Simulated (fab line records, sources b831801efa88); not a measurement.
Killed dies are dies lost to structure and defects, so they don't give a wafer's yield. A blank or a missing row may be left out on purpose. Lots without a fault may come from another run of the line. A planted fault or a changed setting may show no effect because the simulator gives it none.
fab line records | flow gf180mcu
record lots=5 wafers=15 last_day=33
route steps=602 shown CONTACT@298 M1@315
lots that met no fault: from a run of the same line without faults
start_h: hours from the record's first day to the start of the lot's first wafer shown | wait_h: hours since the lot's step before | " the same as in the row above | L1.1+2: a row that stands for several wafers | - no value, or no start given | * or withheld: withheld | < > ~ a bound
route shown NAME@n: a module of which the file shows steps, and the number in the route of the first | usual: mean/standard deviation of fault-free wafers | same: alike in all rows | chamber/n: place in a boat | sites: the reading at each site | _std_site: their standard deviation | _edge_site: outer sites' mean less inner sites' | radius_mm: how far each site lies from the wafer's centre | mask NAME#n: copy n | behind: the tool/chamber that last shaped the wafer | hold: why the lot was held/for how many hours/how that ended | device: the transistor (n, p or np) that didn't switch | end of line: the same wafers' tests at the end of the route | a step without rows: its recipe alone | killed: dies lost to structure and defects at the first sort, not the wafer's yield | map: a wafer's dies, x killed, . not, _ none there
set.NAME: the setting as run; set.NAME@STEP: as run at that earlier step | model.NAME: the simulator's own value behind a step, which no gauge read
lots at some steps of the route; a table a step, a row a wafer
services: from which hour (start_h, from the record's first day; less than 0 if before it) a tool's chamber was out of use, for how many hours, and why
## steps
# step GF_CONTACT_EXPOSE_11
# recipe mask_id=Contact target_cd_nm=220 na=0.68 source_shape=conventional sigma_outer=0.6 dose_mj=38
# columns lot.wafer tool chamber start_h wait_h mask
L084.1+3+4 krf_scanner-01 0 - - Contact#0
L086.2+3+5 krf_scanner-01 0 - - Contact#0
L089.1+4+6 krf_scanner-01 0 - - Contact#0
L090.1+5+6 krf_scanner-01 0 - - Contact#0
L094.2+3+5 krf_scanner-01 0 - - Contact#0
# step GF_CONTACT_PEB_12
# recipe peb_temp_c=135 peb_time_s=90 resist=KrF
# columns lot.wafer tool chamber start_h wait_h
L084.1+3+4 litho_track-02 0 - -
L086.2+3+5 litho_track-03 0 - -
L089.1+4+6 litho_track-01 0 - -
L090.1+5+6 litho_track-02 0 - -
L094.2+3+5 litho_track-02 0 - -
# step GF_CONTACT_DEVELOP_13
# recipe develop_time_s=60 resist=KrF dev_temp_c=21
# columns lot.wafer tool chamber start_h wait_h
L084.1+3+4 litho_track-02 0 442.80 0.2
L086.2+3+5 litho_track-03 0 463.53 0.2
L089.1+4+6 litho_track-01 0 489.13 0.2
L090.1+5+6 litho_track-02 0 498.90 0.2
L094.2+3+5 litho_track-02 0 535.67 0.2
# step GF_CONTACT_CD_MEAS_14
# recipe target_cd_nm=220
# usual cd_nm=219.6/1.4
# columns lot.wafer tool chamber start_h wait_h cd_nm
L084.1 cd_sem-02 - 442.95 0.1 219.7
L084.3 " - " " 218.6
L084.4 " - " " 220.8
L086.2 cd_sem-02 - 463.67 0.1 217.8
L086.3 " - " " 218.9
L086.5 " - " " 219.5
L089.1 cd_sem-01 - 489.28 0.1 221.1
L089.4 " - " " 218.7
L089.6 " - " " 220.3
L090.1 cd_sem-01 - 499.05 0.1 217.8
L090.5 " - " " 218.3
L090.6 " - " " 218.8
L094.2 cd_sem-01 - 535.82 0.1 216.8
L094.3 " - " " 217.5
L094.5 " - " " 217.4
# step GF_CONTACT_OVL_MEAS_15
# usual CONTACT_OVL=4/5.5
# columns lot.wafer tool chamber start_h wait_h CONTACT_OVL[nm]
L084.1 overlay-02 - 443.07 0.1 0
L084.3 " - " " 5
L084.4 " - " " 1
L086.2 overlay-02 - 463.78 0.1 4
L086.3 " - " " 8
L086.5 " - " " 7
L089.1 overlay-01 - 489.40 0.1 -1
L089.4 " - " " 2
L089.6 " - " " -3
L090.1 overlay-01 - 499.17 0.1 11
L090.5 " - " " 1
L090.6 " - " " 8
L094.2 overlay-02 - 535.92 0.1 6
L094.3 " - " " 1
L094.5 " - " " 1
# step GF_CONTACT_ETCH_16
# recipe chemistry=N2/H2 target_depth_a=withheld overetch_a=withheld time_s=withheld target=BARC ion_energy_ev=200 source_w=500 bias_w=100 pressure_mtorr=30 n2_flow_sccm=100 h2_flow_sccm=200
# usual drypump_motor_current_A=5.7/0.59 oes_product_au=0.854/0.0053 rf_fwd_power_W=495.1/2 throttle_valve_pct=13.225/0.0081
# columns lot.wafer tool chamber start_h wait_h drypump_motor_current_A oes_product_au rf_fwd_power_W throttle_valve_pct
L084.1 rie_diel-01 2 443.10 0.0 5.4 0.849 498.0 13.232
L084.3 " 3 " " 6.2 0.852 498.1 13.227
L084.4 " 0 " " 5.6 0.857 497.9 13.229
L086.2 rie_diel-02 0 463.81 0.0 4.7 0.863 495.4 13.207
L086.3 " 3 " " 5.4 0.855 494.2 13.218
L086.5 " 2 " " 5.5 0.851 494.7 13.228
L089.1 rie_diel-01 0 489.44 0.0 5.6 0.852 496.0 13.219
L089.4 " 2 " " 5.3 0.850 496.0 13.232
L089.6 " 3 " " 6.1 0.848 494.7 13.233
L090.1 rie_diel-03 3 499.20 0.0 5.8 0.854 493.5 13.231
L090.5 " 0 " " 6.2 0.850 493.2 13.207
L090.6 " 1 " " 6.3 0.856 489.3 13.219
L094.2 rie_diel-03 0 535.95 0.0 6.2 0.858 495.7 13.221
L094.3 " 3 " " 5.8 0.843 494.5 13.220
L094.5 " 2 " " 5.1 0.862 495.0 13.218
# step GF_CONTACT_ETCH_17
# recipe chemistry=C4F8/O2/Ar mask_material=KrF target=SiO2 stop_on=CoSi2 source_w=1500 bias_w=1200 pressure_mtorr=40 c4f8_flow_sccm=withheld O2_flow_sccm=6 Ar_flow_sccm=300 time_s=withheld target_depth_a=8600
# usual oes_product_au=0.813/0.0048 rf_fwd_power_W=1495/4.6
# columns lot.wafer tool chamber start_h wait_h oes_product_au rf_fwd_power_W
L084.1 rie_diel-01 2 - - 0.810 1496
L084.3 " 3 " " 0.808 1495
L084.4 " 0 " " 0.810 1500
L086.2 rie_diel-02 0 - - 0.810 1497
L086.3 " 3 " " 0.814 1493
L086.5 " 2 " " 0.819 1489
L089.1 rie_diel-01 0 - - 0.805 1490
L089.4 " 2 " " 0.808 1493
L089.6 " 3 " " 0.808 1493
L090.1 rie_diel-03 3 - - 0.806 1500
L090.5 " 0 " " 0.812 1501
L090.6 " 1 " " 0.814 1488
L094.2 rie_diel-03 0 - - 0.810 1502
L094.3 " 3 " " 0.813 1492
L094.5 " 2 " " 0.822 1492
# step GF_CONTACT_STRIP_18
# recipe chemistry=O2/N2 power_w=1400 pressure_mtorr=1500 platen_temp_c=250 o2_flow_sccm=3000 n2_flow_sccm=300 overash_fraction=0.5
# usual drypump_motor_current_A=5.6/0.38 heater_power_w=336/28 oes_product_au=0.581/0.0053
# columns lot.wafer tool chamber start_h wait_h drypump_motor_current_A heater_power_w oes_product_au rf_hours_counter_h
L084.1 plasma_asher-02 1 443.27 - 5.4 293 0.573 35
L084.3 " 0 " " 5.4 361 0.583 -
L084.4 " 1 " " 5.4 289 0.578 -
L086.2 plasma_asher-02 0 463.97 - 5.5 359 0.584 38
L086.3 " 0 " " 5.4 352 0.585 -
L086.5 " 1 " " 5.4 292 0.576 -
L089.1 plasma_asher-02 1 489.60 - 5.4 283 0.587 40
L089.4 " 1 " " 5.4 291 0.571 -
L089.6 " 1 " " 5.4 286 0.587 -
L090.1 plasma_asher-04 1 499.37 - 5.7 375 0.578 69
L090.5 " 1 " " 5.8 370 0.585 -
L090.6 " 0 " " 5.5 339 0.574 -
L094.2 plasma_asher-02 0 536.12 - 5.4 348 0.575 45
L094.3 " 1 " " 5.4 288 0.586 -
L094.5 " 0 " " 5.5 353 0.576 -
# step GF_CONTACT_CLEAN_19
# recipe chemistry=SPM
# columns lot.wafer tool chamber start_h wait_h
L084.1+3+4 wet_bench-02 1 443.37 0.1
L086.2+3+5 wet_bench-03 1 464.07 0.1
L089.1+4+6 wet_bench-02 3 489.70 0.1
L090.1+5+6 wet_bench-02 1 499.47 0.1
L094.2+3+5 wet_bench-02 3 536.22 0.1
# step GF_CONTACT_CLEAN_20
# recipe chemistry=DIW
# columns lot.wafer tool chamber start_h wait_h
L084.1+3+4 wet_bench-04 0 443.47 0.0
L086.2+3+5 wet_bench-02 0 464.17 0.0
L089.1+4+6 wet_bench-04 0 489.80 0.0
L090.1+5+6 wet_bench-04 2 499.56 0.0
L094.2+3+5 wet_bench-03 0 536.31 0.0
# step GF_CONTACT_CLEAN_21
# recipe chemistry=dHF time_s=20 dilution=100:1 dry=ipa_marangoni
# columns lot.wafer tool chamber start_h wait_h
L084.1+3+4 wet_bench-03 2 443.56 0.0
L086.2+3+5 wet_bench-03 0 464.27 0.0
L089.1+4+6 wet_bench-02 0 489.89 0.0
L090.1+5+6 wet_bench-03 2 499.65 0.0
L094.2+3+5 wet_bench-04 0 536.51 0.0
# step GF_CONTACT_SPUTTER_22
# recipe material=Ti target_thk_nm=15 chamber_pressure_pa=5 power_w=2500 substrate_temp_c=200 time_s=80.02
# usual cathode_dc_power_W=2500.0/0.52 throttle_valve_pct=29.6/1.4
# columns lot.wafer tool chamber start_h wait_h cathode_dc_power_W throttle_valve_pct
L084.1 pvd_sputter-02 - 443.57 0.0 2500.1 28.1
L084.3 " - " " 2500.2 28.5
L084.4 " - " " 2500.4 28.0
L086.2 pvd_sputter-02 - 464.29 0.0 2499.9 28.5
L086.3 " - " " 2499.8 32.2
L086.5 " - " " 2500.2 28.7
L089.1 pvd_sputter-02 - 489.90 0.0 2500.3 28.6
L089.4 " - " " 2500.4 31.8
L089.6 " - " " 2499.2 28.6
L090.1 pvd_sputter-02 - 499.66 0.0 2498.8 32.0
L090.5 " - " " 2499.3 28.3
L090.6 " - " " 2499.5 28.6
L094.2 pvd_sputter-02 - 536.52 0.0 2499.9 32.2
L094.3 " - " " 2499.9 28.3
L094.5 " - " " 2500.1 28.2
# step GF_CONTACT_SPUTTER_23
# recipe material=TiN target_thk_nm=10 chamber_pressure_pa=5 power_w=4000 time_s=40
# usual cathode_dc_power_W=3999.8/0.71 throttle_valve_pct=29.6/1.4
# columns lot.wafer tool chamber start_h wait_h cathode_dc_power_W throttle_valve_pct
L084.1 pvd_sputter-02 - 443.63 0.0 4000.6 28.1
L084.3 " - " " 3998.3 28.6
L084.4 " - " " 3998.7 28.5
L086.2 pvd_sputter-02 - 464.35 0.0 4001.4 28.4
L086.3 " - " " 3999.6 32.0
L086.5 " - " " 3999.8 28.6
L089.1 pvd_sputter-02 - 489.96 0.0 3999.6 28.2
L089.4 " - " " 3999.3 32.0
L089.6 " - " " 3999.7 28.6
L090.1 pvd_sputter-02 - 499.72 0.0 3998.8 31.7
L090.5 " - " " 3999.6 28.4
L090.6 " - " " 3999.2 28.6
L094.2 pvd_sputter-02 - 536.58 0.0 4000.7 32.0
L094.3 " - " " 4000.3 28.1
L094.5 " - " " 3999.4 28.3
# step GF_CONTACT_CVD_24
# recipe material=W target_thk_nm=300 time_s=90.339 temp_c=400 pressure_torr=40
# usual heater_power_w=834/120
# columns lot.wafer tool chamber start_h wait_h heater_power_w
L084.1 cvd_w-01 1 443.67 0.0 861
L084.3 " 0 " " 834
L084.4 " 1 " " 885
L086.2 cvd_w-02 1 464.39 0.0 951
L086.3 " 0 " " 639
L086.5 " 0 " " 636
L089.1 cvd_w-02 0 490.00 0.0 649
L089.4 " 0 " " 639
L089.6 " 1 " " 929
L090.1 cvd_w-02 0 499.76 0.0 618
L090.5 " 1 " " 963
L090.6 " 0 " " 653
L094.2 cvd_w-01 1 536.62 0.0 881
L094.3 " 0 " " 865
L094.5 " 0 " " 855
# step GF_CONTACT_RS_MEAS_25
# recipe thk_meas_gauge=four-point-probe reads=W_of_CONTACT_CVD_24+TiN_of_CONTACT_SPUTTER_23+Ti_of_CONTACT_SPUTTER_22
# usual CONTACT_W_RS=0.380/0.0045
# columns lot.wafer tool chamber start_h wait_h CONTACT_W_RS[ohm/sq]
L084.1 film_metro-03 - 443.77 0.1 0.382
L084.3 " - " " 0.383
L084.4 " - " " 0.384
L086.2 film_metro-03 - 464.51 0.1 0.377
L086.3 " - " " 0.369
L086.5 " - " " 0.371
L089.1 film_metro-03 - 490.10 0.1 0.379
L089.4 " - " " 0.379
L089.6 " - " " 0.383
L090.1 film_metro-03 - 499.86 0.1 0.376
L090.5 " - " " 0.378
L090.6 " - " " 0.376
L094.2 film_metro-01 - 536.74 0.1 0.385
L094.3 " - " " 0.389
L094.5 " - " " 0.386
# step GF_CONTACT_THK_MEAS_26
# recipe thk_meas_gauge=xrf reads=W_of_CONTACT_CVD_24
# usual CONTACT_W_THK=299/4.4
# columns lot.wafer tool chamber start_h wait_h CONTACT_W_THK[nm]
L084.1 film_metro-03 - 443.89 0.1 296
L084.3 " - " " 294
L084.4 " - " " 293
L086.2 film_metro-03 - 464.62 0.1 298
L086.3 " - " " 304
L086.5 " - " " 303
L089.1 film_metro-03 - 490.22 0.1 297
L089.4 " - " " 297
L089.6 " - " " 296
L090.1 film_metro-03 - 499.98 0.1 302
L090.5 " - " " 298
L090.6 " - " " 299
L094.2 film_metro-01 - 536.85 0.1 295
L094.3 " - " " 293
L094.5 " - " " 295
# step GF_CONTACT_CMP_27
# recipe stop_on=SiO2 down_force_psi=3.5 platen_rpm=60 t_overpolish_s=15 target_thk_nm=0 pad_velocity_m_s=0.94248
# usual edge_zone_pressure_frac=1.000/0.0047 motor_current_A=11.6/1.7 overpolish_run_s=15.001/0.0095 slurry_flow_ml_min=150.0/0.46 time_to_endpoint_s=74/5.1
# columns lot.wafer tool chamber start_h wait_h edge_zone_pressure_frac motor_current_A overpolish_run_s slurry_flow_ml_min time_to_endpoint_s
L084.3 cmp-01 1 444.00 0.1 1.012 13.2 15.013 150.7 78
L084.1 " 2 " " 0.996 13.2 14.986 150.2 77
L084.4 " 3 " " 1.000 12.6 15.000 149.2 74
L086.2 cmp-02 0 464.67 0.0 0.999 8.6 14.986 149.9 69
L086.3 " 3 " " 1.005 9.8 14.998 150.3 65
L086.5 " 1 " " 0.997 13.2 14.998 150.8 68
L089.1 cmp-02 2 490.28 0.1 1.004 12.0 15.013 150.1 77
L089.4 " 3 " " 1.003 10.1 14.983 150.1 69
L089.6 " 2 " " 0.990 12.3 14.998 149.7 78
L090.1 cmp-01 1 500.14 0.1 1.000 13.2 15.023 150.8 82
L090.6 " 3 " " 0.993 11.7 15.008 150.5 75
L090.5 " 0 " " 0.988 11.9 14.996 149.6 75
L094.2 cmp-02 3 536.90 0.0 1.003 9.5 15.011 150.5 67
L094.3 " 1 " " 1.001 12.7 15.000 150.0 68
L094.5 " 0 " " 1.006 8.6 15.004 149.4 73
# step GF_M1_SPUTTER_00
# recipe material=Ti target_thk_nm=37.5 arriving_ion_energy_ev=80 substrate_temp_c=200 chamber_pressure_pa=2 power_w=4000 time_s=150
# usual cathode_dc_power_W=4000.0/0.83 throttle_valve_pct=29.5/1.2
# columns lot.wafer tool chamber start_h wait_h cathode_dc_power_W throttle_valve_pct
L084.1 pvd_sputter-04 - 444.25 0.1 4000.2 30.5
L084.3 " - " " 4001.5 29.8
L084.4 " - " " 4000.5 31.1
L086.2 pvd_sputter-01 - 464.97 0.2 3999.4 27.3
L086.3 " - " " 3999.7 30.3
L086.5 " - " " 4000.5 28.6
L089.1 pvd_sputter-01 - 490.58 0.2 3999.7 29.6
L089.4 " - " " 4000.9 30.0
L089.6 " - " " 4001.1 27.6
L090.1 pvd_sputter-01 - 500.34 0.1 4000.2 28.0
L090.5 " - " " 3999.6 30.2
L090.6 " - " " 4002.1 27.5
L094.2 pvd_sputter-04 - 537.20 0.2 3999.2 29.7
L094.3 " - " " 3999.4 30.8
L094.5 " - " " 4000.7 31.3
# step GF_M1_SPUTTER_01
# recipe material=TiN target_thk_nm=30 power_w=6500 time_s=25 chamber_pressure_pa=0.4
# usual cathode_dc_power_W=6500.1/1.2 throttle_valve_pct=29.5/1.2
# columns lot.wafer tool chamber start_h wait_h cathode_dc_power_W throttle_valve_pct
L084.1 pvd_sputter-04 - 444.35 0.1 6500.2 30.7
L084.3 " - " " 6500.2 29.7
L084.4 " - " " 6499.4 30.9
L086.2 pvd_sputter-01 - 465.07 0.1 6501.0 27.5
L086.3 " - " " 6500.6 30.5
L086.5 " - " " 6499.0 28.9
L089.1 pvd_sputter-01 - 490.68 0.1 6498.4 29.8
L089.4 " - " " 6499.5 30.4
L089.6 " - " " 6500.4 27.6
L090.1 pvd_sputter-01 - 500.44 0.1 6498.0 27.7
L090.5 " - " " 6502.7 30.2
L090.6 " - " " 6500.7 27.6
L094.2 pvd_sputter-04 - 537.30 0.1 6499.7 29.8
L094.3 " - " " 6499.8 30.7
L094.5 " - " " 6503.5 31.0
# step GF_M1_SPUTTER_02
# recipe material=AlCu target_thk_nm=450 power_w=10600 time_s=23.9 chamber_pressure_pa=0.4
# usual cathode_dc_power_W=10600/2.1 throttle_valve_pct=29.5/1.2
# columns lot.wafer tool chamber start_h wait_h cathode_dc_power_W throttle_valve_pct
L084.1 pvd_sputter-04 - 444.38 0.0 10599 31.0
L084.3 " - " " 10600 29.4
L084.4 " - " " 10604 31.3
L086.2 pvd_sputter-01 - 465.10 0.0 10596 27.6
L086.3 " - " " 10598 30.0
L086.5 " - " " 10601 28.7
L089.1 pvd_sputter-01 - 490.71 0.0 10602 29.7
L089.4 " - " " 10598 30.1
L089.6 " - " " 10600 27.6
L090.1 pvd_sputter-01 - 500.47 0.0 10602 27.6
L090.5 " - " " 10603 30.2
L090.6 " - " " 10600 27.9
L094.2 pvd_sputter-04 - 537.33 0.0 10600 30.2
L094.3 " - " " 10601 30.4
L094.5 " - " " 10602 31.0
# step GF_M1_SPUTTER_03
# recipe material=Ti target_thk_nm=10 substrate_temp_c=300 chamber_pressure_pa=0.3 power_w=3000 time_s=6.7
# usual cathode_dc_power_W=3000.0/0.54 throttle_valve_pct=29.5/1.2
# columns lot.wafer tool chamber start_h wait_h cathode_dc_power_W throttle_valve_pct
L084.1 pvd_sputter-04 - 444.41 0.0 3000.6 30.8
L084.3 " - " " 2999.4 29.9
L084.4 " - " " 3000.4 31.3
L086.2 pvd_sputter-01 - 465.13 0.0 3000.6 27.5
L086.3 " - " " 2999.5 30.1
L086.5 " - " " 3000.0 28.8
L089.1 pvd_sputter-01 - 490.74 0.0 3000.2 29.6
L089.4 " - " " 2999.8 30.4
L089.6 " - " " 3000.2 27.7
L090.1 pvd_sputter-01 - 500.50 0.0 2999.8 27.9
L090.5 " - " " 2999.6 30.8
L090.6 " - " " 2999.5 27.5
L094.2 pvd_sputter-04 - 537.36 0.0 2999.7 29.8
L094.3 " - " " 2999.3 30.6
L094.5 " - " " 3000.4 31.4
# step GF_M1_SPUTTER_04
# recipe material=TiN target_thk_nm=50 power_w=6500 time_s=41.7 chamber_pressure_pa=0.4
# usual cathode_dc_power_W=6500.1/1.1 throttle_valve_pct=29.5/1.2
# columns lot.wafer tool chamber start_h wait_h cathode_dc_power_W throttle_valve_pct
L084.1 pvd_sputter-04 - 444.43 0.0 6499.0 30.4
L084.3 " - " " 6500.4 29.6
L084.4 " - " " 6497.1 31.1
L086.2 pvd_sputter-01 - 465.15 0.0 6500.3 27.7
L086.3 " - " " 6500.0 30.2
L086.5 " - " " 6498.0 28.6
L089.1 pvd_sputter-01 - 490.76 0.0 6502.0 29.4
L089.4 " - " " 6499.5 30.2
L089.6 " - " " 6498.9 27.6
L090.1 pvd_sputter-01 - 500.52 0.0 6499.2 27.7
L090.5 " - " " 6500.7 30.1
L090.6 " - " " 6498.8 27.6
L094.2 pvd_sputter-04 - 537.38 0.0 6497.9 29.6
L094.3 " - " " 6501.2 30.4
L094.5 " - " " 6497.5 31.2
# step GF_M1_RS_MEAS_05
# recipe thk_meas_gauge=four-point-probe reads=TiN_of_M1_SPUTTER_04+Ti_of_M1_SPUTTER_03+AlCu_of_M1_SPUTTER_02+TiN_of_M1_SPUTTER_01+Ti_of_M1_SPUTTER_00
# usual M1_ALCU_RS=0.0695/0.00079
# columns lot.wafer tool chamber start_h wait_h M1_ALCU_RS[ohm/sq]
L084.1 film_metro-02 - 444.47 0.0 0.0687
L084.3 " - " " 0.0696
L084.4 " - " " 0.0696
L086.2 film_metro-02 - 465.21 0.0 0.0691
L086.3 " - " " 0.0703
L086.5 " - " " 0.0705
L089.1 film_metro-02 - 490.80 0.0 0.0693
L089.4 " - " " 0.0705
L089.6 " - " " 0.0691
L090.1 film_metro-04 - 500.56 0.0 0.0693
L090.5 " - " " 0.0698
L090.6 " - " " 0.0686
L094.2 film_metro-04 - 537.44 0.0 0.0696
L094.3 " - " " 0.0689
L094.5 " - " " 0.0700
# step GF_M1_THK_MEAS_06
# recipe thk_meas_gauge=xrf reads=AlCu_of_M1_SPUTTER_02
# usual M1_ALCU_THK=453/5.8
# columns lot.wafer tool chamber start_h wait_h M1_ALCU_THK[nm]
L084.1 film_metro-02 - 444.59 0.1 459
L084.3 " - " " 450
L084.4 " - " " 451
L086.2 film_metro-02 - 465.32 0.1 454
L086.3 " - " " 450
L086.5 " - " " 449
L089.1 film_metro-02 - 490.92 0.1 453
L089.4 " - " " 445
L089.6 " - " " 453
L090.1 film_metro-04 - 500.68 0.1 457
L090.5 " - " " 452
L090.6 " - " " 459
L094.2 film_metro-04 - 537.55 0.1 455
L094.3 " - " " 461
L094.5 " - " " 453
# step GF_M1_DEHYDRATE_07
# recipe temp_c=200 time_s=60
# columns lot.wafer tool chamber start_h wait_h
L084.1+3+4 litho_track-02 0 455.75 11.1
L086.2+3+5 litho_track-01 0 476.41 11.1
L089.1+4+6 litho_track-01 0 501.88 11.0
L090.1+5+6 litho_track-01 0 511.33 10.6
L094.2+3+5 litho_track-02 0 548.02 10.5
# step GF_M1_HMDS_08
# recipe prime_time_s=60 prime_temp_c=120
# columns lot.wafer tool chamber start_h wait_h
L084.1+3+4 litho_track-02 0 455.90 0.1
L086.2+3+5 litho_track-01 0 476.56 0.1
L089.1+4+6 litho_track-01 0 502.03 0.1
L090.1+5+6 litho_track-01 0 511.48 0.1
L094.2+3+5 litho_track-02 0 548.17 0.1
# step GF_M1_COAT_09
# recipe resist=KrF spin_rpm=withheld resist_thk_nm=1000
# columns lot.wafer tool chamber start_h wait_h
L084.1+3+4 litho_track-02 0 456.05 0.1
L086.2+3+5 litho_track-01 0 476.71 0.1
L089.1+4+6 litho_track-01 0 502.18 0.1
L090.1+5+6 litho_track-01 0 511.63 0.1
L094.2+3+5 litho_track-02 0 548.32 0.1
# step GF_M1_SOFTBAKE_10
# recipe temp_c=130 time_s=60 resist=KrF
# columns lot.wafer tool chamber start_h wait_h
L084.1+3+4 litho_track-02 0 456.20 0.1
L086.2+3+5 litho_track-01 0 476.86 0.1
L089.1+4+6 litho_track-01 0 502.33 0.1
L090.1+5+6 litho_track-01 0 511.78 0.1
L094.2+3+5 litho_track-02 0 548.47 0.1
# step GF_M1_EXPOSE_11
# recipe mask_id=Metal1 target_cd_nm=230 na=0.68 source_shape=conventional sigma_outer=0.6 dose_mj=28
# columns lot.wafer tool chamber start_h wait_h mask
L084.1+3+4 krf_scanner-02 0 - - Metal1#0
L086.2+3+5 krf_scanner-02 0 - - Metal1#0
L089.1+4+6 krf_scanner-01 0 - - Metal1#0
L090.1+5+6 krf_scanner-01 0 - - Metal1#0
L094.2+3+5 krf_scanner-02 0 - - Metal1#0
# step GF_M1_PEB_12
# recipe peb_temp_c=135 peb_time_s=90 resist=KrF
# columns lot.wafer tool chamber start_h wait_h
L084.1+3+4 litho_track-01 0 - -
L086.2+3+5 litho_track-04 0 - -
L089.1+4+6 litho_track-04 0 - -
L090.1+5+6 litho_track-01 0 - -
L094.2+3+5 litho_track-04 0 - -
# step GF_M1_DEVELOP_13
# recipe develop_time_s=60 dev_temp_c=21
# columns lot.wafer tool chamber start_h wait_h
L084.1+3+4 litho_track-01 0 468.08 0.2
L086.2+3+5 litho_track-04 0 488.95 0.2
L089.1+4+6 litho_track-04 0 513.82 0.2
L090.1+5+6 litho_track-01 0 522.83 0.2
L094.2+3+5 litho_track-04 0 559.85 0.2
# step GF_M1_CD_MEAS_14
# recipe target_cd_nm=230
# usual cd_nm=229.9/1.2
# columns lot.wafer tool chamber start_h wait_h cd_nm
L084.1 cd_sem-01 - 468.23 0.1 229.9
L084.3 " - " " 229.6
L084.4 " - " " 230.6
L086.2 cd_sem-02 - 489.09 0.1 229.6
L086.3 " - " " 229.1
L086.5 " - " " 229.4
L089.1 cd_sem-02 - 513.97 0.1 231.6
L089.4 " - " " 231.5
L089.6 " - " " 231.8
L090.1 cd_sem-02 - 522.98 0.1 230.9
L090.5 " - " " 230.8
L090.6 " - " " 231.6
L094.2 cd_sem-02 - 559.99 0.1 229.5
L094.3 " - " " 230.5
L094.5 " - " " 228.4
# step GF_M1_OVL_MEAS_15
# usual M1_OVL=-5/5.9
# columns lot.wafer tool chamber start_h wait_h M1_OVL[nm]
L084.1 overlay-01 - 468.35 0.1 -12
L084.3 " - " " -6
L084.4 " - " " -3
L086.2 overlay-02 - 489.20 0.1 -8
L086.3 " - " " -1
L086.5 " - " " 5
L089.1 overlay-01 - 514.09 0.1 -6
L089.4 " - " " -16
L089.6 " - " " -11
L090.1 overlay-02 - 523.10 0.1 -9
L090.5 " - " " -11
L090.6 " - " " -1
L094.2 overlay-01 - 560.10 0.1 -8
L094.3 " - " " -7
L094.5 " - " " -10
# step GF_M1_METAL_ETCH_16
# recipe chemistry=Cl2/BCl3 mask_material=KrF target_depth_nm=750.8 stop_on=SiO2 pressure_mtorr=8 icp_w=800 bias_w=140 Cl2_flow_sccm=80 bcl3_flow_sccm=40 time_s=125.1
# usual drypump_motor_current_A=5.7/0.47 oes_product_au=0.989/0.0053 rf_fwd_power_W=796.0/2.6 throttle_valve_pct=28.231/0.0087
# columns lot.wafer tool chamber start_h wait_h drypump_motor_current_A oes_product_au rf_fwd_power_W rf_hours_counter_h throttle_valve_pct
L084.1 rie_metal-03 1 468.39 0.0 6.2 0.995 795.4 3.5 28.221
L084.3 " 0 " " 5.7 0.989 797.3 - 28.225
L084.4 " 1 " " 6.2 0.995 799.3 - 28.228
L086.2 rie_metal-03 1 489.23 0.0 6.2 0.982 795.0 4.0 28.232
L086.3 " 0 " " 5.7 0.983 794.9 - 28.241
L086.5 " 1 " " 6.2 0.987 798.8 - 28.218
L089.1 rie_metal-04 1 514.13 0.0 5.7 0.985 799.5 9.0 28.244
L089.4 " 1 " " 5.7 0.986 797.9 - 28.230
L089.6 " 0 " " 5.1 0.992 795.3 - 28.221
L090.1 rie_metal-04 0 523.14 0.0 5.1 0.997 797.4 5.0 28.234
L090.5 " 0 " " 5.2 0.995 796.5 - 28.220
L090.6 " 1 " " 5.8 0.990 797.9 - 28.228
L094.2 rie_metal-04 1 560.13 0.0 5.7 0.983 798.4 10.3 28.241
L094.3 " 0 " " 5.2 0.986 798.4 - 28.229
L094.5 " 0 " " 5.1 0.977 798.2 - 28.229
# step GF_M1_STRIP_17
# recipe chemistry=O2/N2 power_w=1400 pressure_mtorr=1500 platen_temp_c=250 o2_flow_sccm=3000 n2_flow_sccm=300 overash_fraction=0.5
# usual drypump_motor_current_A=5.50/0.21 heater_power_w=340/29 oes_product_au=0.537/0.0051 strip_time_to_endpoint_s=7.39/0.046
# columns lot.wafer tool chamber start_h wait_h drypump_motor_current_A heater_power_w oes_product_au rf_hours_counter_h strip_time_to_endpoint_s
L084.1 plasma_asher-04 0 468.52 0.1 5.50 335 0.537 66 7.32
L084.3 " 1 " " 5.76 363 0.529 - 7.31
L084.4 " 0 " " 5.51 326 0.536 - 7.33
L086.2 plasma_asher-01 0 489.36 0.1 5.73 371 0.539 87 7.39
L086.3 " 0 " " 5.73 363 0.542 - 7.42
L086.5 " 1 " " 5.10 324 0.539 - 7.43
L089.1 plasma_asher-02 0 514.26 0.1 5.40 349 0.536 43 7.39
L089.4 " 0 " " 5.41 356 0.537 - 7.41
L089.6 " 0 " " 5.42 353 0.533 - 7.33
L090.1 plasma_asher-01 0 523.27 0.1 5.72 365 0.539 91 7.37
L090.5 " 0 " " 5.71 362 0.533 - 7.34
L090.6 " 1 " " 5.10 327 0.539 - 7.39
L094.2 plasma_asher-02 0 560.26 0.1 5.44 355 0.534 48 7.39
L094.3 " 0 " " 5.43 344 0.533 - 7.41
L094.5 " 0 " " 5.44 357 0.541 - 7.43
## services
# columns tool chamber start_h hours kind
cmp-02 - 415.28 1.5 repair
rie_diel-03 1 417.83 7.9 repair
pvd_sputter-01 - 418.92 0.5 repair
plasma_asher-02 - 428.55 2.5 repair
krf_scanner-02 - 430.90 1.0 pm
krf_scanner-02 - 442.01 3.6 pm
cmp-02 - 443.14 2.7 repair
krf_scanner-02 - 445.96 0.8 pm
pvd_sputter-04 - 462.00 4.1 repair
rie_diel-03 1 465.95 2.5 repair
rie_diel-03 2 468.00 21.7 repair
krf_scanner-01 - 474.14 1.2 repair
rie_diel-01 - 482.65 0.7 repair
plasma_asher-02 - 484.32 2.8 pm
krf_scanner-01 - 494.74 3.6 pm
krf_scanner-01 - 507.66 1.3 pm
pvd_sputter-02 - 508.12 3.2 repair
rie_diel-01 3 511.62 6.8 repair
krf_scanner-01 - 516.27 1.0 pm
rie_diel-01 0 524.75 32.7 repair
rie_diel-01 2 529.68 5.9 repair
wet_bench-02 - 552.20 1.7 repair
krf_scanner-01 - 553.90 0.8 pm
pvd_sputter-04 - 557.64 3.3 repair
## key
fault none
